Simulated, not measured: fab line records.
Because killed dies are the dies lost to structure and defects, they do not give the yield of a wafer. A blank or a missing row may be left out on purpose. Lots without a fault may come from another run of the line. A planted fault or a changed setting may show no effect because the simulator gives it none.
Split-lot trial -- flow sfq line -- 5 lots, 23 wafers read, on a route of 325 steps

THE SPLIT ITSELF
At SFQ_TRILAYER_I0_CMP_CMP_028 (polishes SiO2), the setting leave above ref nm was moved away from the recipe's 200 nm on 9 of the 23 wafers read, by -2.3% to +6.2%. All remaining wafers had this setting at the recipe value.

FROM THE SPLIT TO THE READING: what the file shows between them, 6 steps
- SFQ_TRILAYER_I0_METRO_MEASURE_029
- SFQ_TRILAYER_I0_VIA_LITHO_COAT_036: resist thk 62 nm (also split here: spin rpm)
- SFQ_TRILAYER_I0_VIA_LITHO_COAT_031: resist thk 650 nm
- SFQ_TRILAYER_I0_VIA_LITHO_SOFTBAKE_035
- SFQ_TRILAYER_I0_VIA_LITHO_DEVELOP_033: time 60 s
- SFQ_TRILAYER_I0_VIA_BARC_OPEN_VIA_ETCH_046: etches BARC in O2, target depth 125 nm, time 41.7 s

THE READING
oes product au, in a.u., at SFQ_TRILAYER_I0_VIA_ETCH_VIA_ETCH_034 (etches SiO2 in CHF3, stops on Nb, target depth 260 nm). Typical for fault-free wafers on this fab line: 0.854 a.u., with standard deviation 0.0051 a.u.

wafer,"tool, chamber at the split","leave above ref nm as run, nm",against the recipe,"oes product au, a.u.",against lot-mates on the recipe
L074.1,"cmp-01, 2",200,recipe,0.851,-
L074.4,"cmp-01, 3",200,recipe,0.861,-
L074.6,"cmp-01, 2",200,recipe,0.859,-
L077.1,"cmp-02, 1",208.5,+4.2%,0.882,+0.025
L077.2,"cmp-02, 2",200,recipe,0.856,-
L077.4,"cmp-02, 3",200,recipe,0.858,-
L077.5,"cmp-02, 2",208.5,+4.2%,0.887,+0.030
L077.6,"cmp-02, 1",208.5,+4.2%,0.878,+0.021
L080.1,"cmp-01, 2",200,recipe,0.858,-
L080.2,"cmp-01, 0",200,recipe,0.852,-
L080.3,"cmp-01, 3",195.4,-2.3%,0.846,-0.009
L080.5,"cmp-01, 1",200,recipe,0.855,-
L080.6,"cmp-01, 0",195.4,-2.3%,0.842,-0.013
L081.2,"cmp-01, 0",200,recipe,0.862,-
L081.3,"cmp-01, 2",200,recipe,0.854,-
L081.4,"cmp-01, 1",211.8,+5.9%,0.884,+0.027
L081.5,"cmp-01, 1",211.8,+5.9%,0.887,+0.030
L081.6,"cmp-01, 0",200,recipe,0.854,-
L083.1,"cmp-01, 2",200,recipe,0.863,-
L083.2,"cmp-01, 0",212.4,+6.2%,0.878,+0.023
L083.3,"cmp-01, 1",200,recipe,0.853,-
L083.4,"cmp-01, 3",212.4,+6.2%,0.875,+0.020
L083.6,"cmp-01, 2",200,recipe,0.850,-

FIT RESULTS
A straight line over all 23 wafers: oes product au changes by +0.00466 a.u. for each +1% of leave above ref nm; r = +0.93; the points scatter about the line by 0.0052 a.u.
The same after taking each lot's own level away (the mean of its wafers on the recipe; 23 wafers): +0.00458 a.u. for each +1%; r = +0.94; scatter 0.0048 a.u.
The reading moves by 0.028 a.u. for the largest change in leave above ref nm, on that fit.
From 0.8550 to 0.8570 a.u.: that is the span of the lots' own levels, equal to 0.4 times the standard deviation above.
The two slopes are in agreement: the lot-to-lot level therefore moves the slope only a little.
Check: with one of the wafers moved furthest among these (+6.2%) left out of the fit, the line predicts +0.03 a.u. for it against its lot-mates. Against them it came out at +0.0227 a.u.

THESE WAFERS: OTHER SPLITS
Before the reading, these wafers also passed through other splits. Each is held against what the fit with the lots' levels taken away leaves over:
other split on the same wafers,wafers away from the commonest value,r with oes product au (lot level and that fit taken away)
SFQ_TRILAYER_L0_VIA_LITHO_COAT_018 resist thk nm,7,-0.38
SFQ_TRILAYER_I0_VIA_LITHO_COAT_036 spin rpm,7,+0.04

THE WHOLE CHAIN: every reading that the file lists as answering this split, in the file's order
step,what it does,reading,change (the file's fit),r (the file's)
SFQ_TRILAYER_I0_CMP_CMP_028,polishes SiO2,"SiO2_of_TRILAYER_I0_DEP_PECVD_027.thk nm (the simulator's own value, which no gauge read)",+2.01 nm for each +1% of the setting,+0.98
SFQ_TRILAYER_I0_METRO_MEASURE_029,,thk nm,+2.03 nm for each +1% of the setting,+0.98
SFQ_TRILAYER_I0_VIA_ETCH_VIA_ETCH_034,"etches SiO2 in CHF3, stops on Nb, target depth 260 nm",oes product au,+0.00446 a.u. for each +1% of the setting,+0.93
SFQ_TRILAYER_I0_VIA_ETCH_VIA_ETCH_034,"etches SiO2 in CHF3, stops on Nb, target depth 260 nm","I0.feature depth nm (the simulator's own value, which no gauge read)",+2.02 nm for each +1% of the setting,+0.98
SFQ_TRILAYER_I0_VIA_ETCH_VIA_ETCH_034,"etches SiO2 in CHF3, stops on Nb, target depth 260 nm","etch.depth nm (the simulator's own value, which no gauge read)",+2.31 nm for each +1% of the setting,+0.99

THE FILE'S OWN FIT
oes product au changes by +0.00446 a.u. for each +1% of leave above ref nm, r = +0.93.
